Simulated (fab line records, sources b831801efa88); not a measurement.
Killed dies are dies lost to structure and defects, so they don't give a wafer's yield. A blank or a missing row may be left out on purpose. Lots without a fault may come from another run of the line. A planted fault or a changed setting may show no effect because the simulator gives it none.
Which tool did it? | flow gf180mcu | 15 lots, 45 wafers sampled, at 4 steps of a route of 602

WHAT THE GAUGES READ, wafer by wafer
GF_PSD_OVL_MEAS_08. Usual: PSD_OVL 0.0 nm, standard deviation 1.2.
lot  | measured     | on         | PSD_OVL (nm)   | flag
L154 | day 14 00:19 | overlay-01 | 1.1 -1.4 0.5   |
L156 | day 14 23:15 | overlay-01 | -0.5 0.8 0.6   |
L158 | day 15 12:34 | overlay-01 | 1.4 1.5 1.2    |
L159 | day 15 17:13 | overlay-01 | -0.2 -0.6 0.0  |
L160 | day 16 07:46 | overlay-02 | -2.3 -1.6 -3.3 |
L161 | day 16 14:52 | overlay-02 | 0.6 0.6 -1.4   |
L168 | day 19 09:16 | overlay-01 | -1.4 1.2 0.8   |
L169 | day 19 15:51 | overlay-02 | -0.3 0.9 1.0   |
L170 | day 19 21:01 | overlay-01 | -0.8 -0.8 -0.3 |
L171 | day 20 10:07 | overlay-02 | 0.8 1.7 1.0    |
L172 | day 20 17:58 | overlay-01 | -1.4 0.0 0.1   |
L174 | day 21 05:49 | overlay-01 | 2.0 0.9 1.0    |
L175 | day 21 17:40 | overlay-02 | -1.4 -2.1 -0.1 |
L176 | day 22 01:28 | overlay-02 | 0.7 -1.1 -1.0  |
L177 | day 22 08:40 | overlay-02 | -0.2 -0.1 -1.8 |

GF_SALICIDE_RS_MEAS_04: measures by four-point-probe. Usual: SALICIDE_TIN_RS 16.4 ohm/sq, standard deviation 0.38.
lot  | measured     | on            | SALICIDE_TIN_RS (ohm/sq) | flag
L154 | day 14 22:47 | film_metro-03 | 16.1 16.5 16.7           |
L156 | day 15 21:53 | film_metro-03 | 16.7 16.5 16.5           |
L158 | day 16 10:55 | film_metro-03 | 16.0 16.3 16.6           |
L168 | day 20 09:55 | film_metro-03 | 16.1 16.5 16.8           |
L169 | day 20 16:02 | film_metro-03 | 16.5 16.6 16.6           |
L170 | day 20 22:34 | film_metro-01 | 15.9 16.6 16.1           |
L171 | day 21 11:05 | film_metro-01 | 16.5 16.5 16.2           |
L172 | day 21 19:23 | film_metro-03 | 15.6 15.8 15.9           |
L174 | day 22 06:41 | film_metro-03 | 16.4 15.6 16.2           |
L175 | day 22 17:50 | film_metro-01 | 16.1 16.0 15.9           |
L176 | day 23 02:14 | film_metro-03 | 16.4 16.5 16.7           |
L177 | day 23 08:56 | film_metro-01 | 16.9 16.7 16.6           |

WHICH TOOL RAN EACH LOT (tool, then ch and the chambers of the sampled wafers, then the start)
lot  | GF_SAB_EXPOSE_06                    | GF_SALICIDE_SPUTTER_03
L154 | iline_stepper-01 ch 0, day 14 11:43 | pvd_sputter-04, day 14 22:45
L156 | iline_stepper-02 ch 0, day 15 11:19 | pvd_sputter-04, day 15 21:52
L158 | iline_stepper-01 ch 0, day 15 23:50 | pvd_sputter-03, day 16 10:53
L159 | iline_stepper-01, day 16 04:51      | -
L160 | iline_stepper-02, day 16 19:40      | -
L161 | iline_stepper-01, day 17 02:44      | -
L168 | iline_stepper-02 ch 0, day 19 21:34 | pvd_sputter-01, day 20 09:52
L169 | iline_stepper-01 ch 0, day 20 03:34 | pvd_sputter-03, day 20 16:01
L170 | iline_stepper-01 ch 0, day 20 09:53 | pvd_sputter-01, day 20 22:30
L171 | iline_stepper-01 ch 0, day 20 22:58 | pvd_sputter-04, day 21 11:01
L172 | iline_stepper-02 ch 0, day 21 07:04 | pvd_sputter-03, day 21 19:21
L174 | iline_stepper-01 ch 0, day 21 19:04 | pvd_sputter-01, day 22 06:39
L175 | iline_stepper-01 ch 0, day 22 05:32 | pvd_sputter-01, day 22 17:48
L176 | iline_stepper-01 ch 0, day 22 14:02 | pvd_sputter-04, day 23 02:13
L177 | iline_stepper-01 ch 0, day 22 21:05 | pvd_sputter-04, day 23 08:55
- GF_SAB_EXPOSE_06: exposes mask SAB, target cd 420 nm.
- GF_SALICIDE_SPUTTER_03: material TiN, target thk 20 nm, time 16.7 s.

WHAT THE TOOLS THEMSELVES READ (means of the sampled wafers that have a number; where no wafer has one, the mark that the record gives instead)
GF_SAB_EXPOSE_06. Usual: exposure_dose_mJ_cm2 140.01, standard deviation 0.13; focus_offset_nm 0.0 nm, standard deviation 0.58.
lot  | tool             | exposure_dose_mJ_cm2 | focus_offset_nm (nm) | flag
L154 | iline_stepper-01 | 139.95               | -0.0                 |
L156 | iline_stepper-02 | 140.09               | 0.1                  |
L158 | iline_stepper-01 | 140.01               | 0.2                  |
L159 | iline_stepper-01 | -                    | -                    | OFF
L160 | iline_stepper-02 | -                    | -                    | OFF
L161 | iline_stepper-01 | -                    | -                    | OFF
L168 | iline_stepper-02 | 139.96               | 0.2                  |
L169 | iline_stepper-01 | 139.84               | -0.8                 |
L170 | iline_stepper-01 | 139.99               | 0.5                  |
L171 | iline_stepper-01 | 140.06               | -0.4                 |
L172 | iline_stepper-02 | 139.98               | -0.5                 |
L174 | iline_stepper-01 | 139.80               | -0.0                 |
L175 | iline_stepper-01 | 140.07               | 0.2                  |
L176 | iline_stepper-01 | 140.00               | 0.5                  |
L177 | iline_stepper-01 | 139.94               | -0.2                 |

GF_SALICIDE_SPUTTER_03. Usual: throttle_valve_pct 29.7 %, standard deviation 1.
lot  | tool           | throttle_valve_pct (%) | flag
L154 | pvd_sputter-04 | 29.3                   |
L156 | pvd_sputter-04 | 29.4                   |
L158 | pvd_sputter-03 | 29.4                   |
L168 | pvd_sputter-01 | 30.5                   |
L169 | pvd_sputter-03 | 30.3                   |
L170 | pvd_sputter-01 | 30.0                   |
L171 | pvd_sputter-04 | 28.6                   |
L172 | pvd_sputter-03 | 29.6                   |
L174 | pvd_sputter-01 | 30.5                   |
L175 | pvd_sputter-01 | 30.1                   |
L176 | pvd_sputter-04 | 29.1                   |
L177 | pvd_sputter-04 | 29.4                   |

THE ANSWER, worked out from the rows above alone
Rule: a lot is off if the mean of its wafers that have a number lies more than 3 standard deviations from the usual mean. A lot without any number at a reading at which 4 lots or more have one is off too. The other lots that the step has rows for count as sound. The gauges are gone through in route order, then the tools' own readings, and for those a lot's mean is taken as printed above. The first step at which some lot is off is used, and at that step the reading that is off furthest; a lot without a number counts as furthest.
Off: L159, L160, L161, at GF_SAB_EXPOSE_06 (exposure_dose_mJ_cm2). Without a number there: L159, L160, L161.
A tool fits if, at that step or a process step before it, it ran every lot that is off, and no sound lot after the first of them. None of those tried fits.

WHAT THE SIMULATOR HAD PUT IN
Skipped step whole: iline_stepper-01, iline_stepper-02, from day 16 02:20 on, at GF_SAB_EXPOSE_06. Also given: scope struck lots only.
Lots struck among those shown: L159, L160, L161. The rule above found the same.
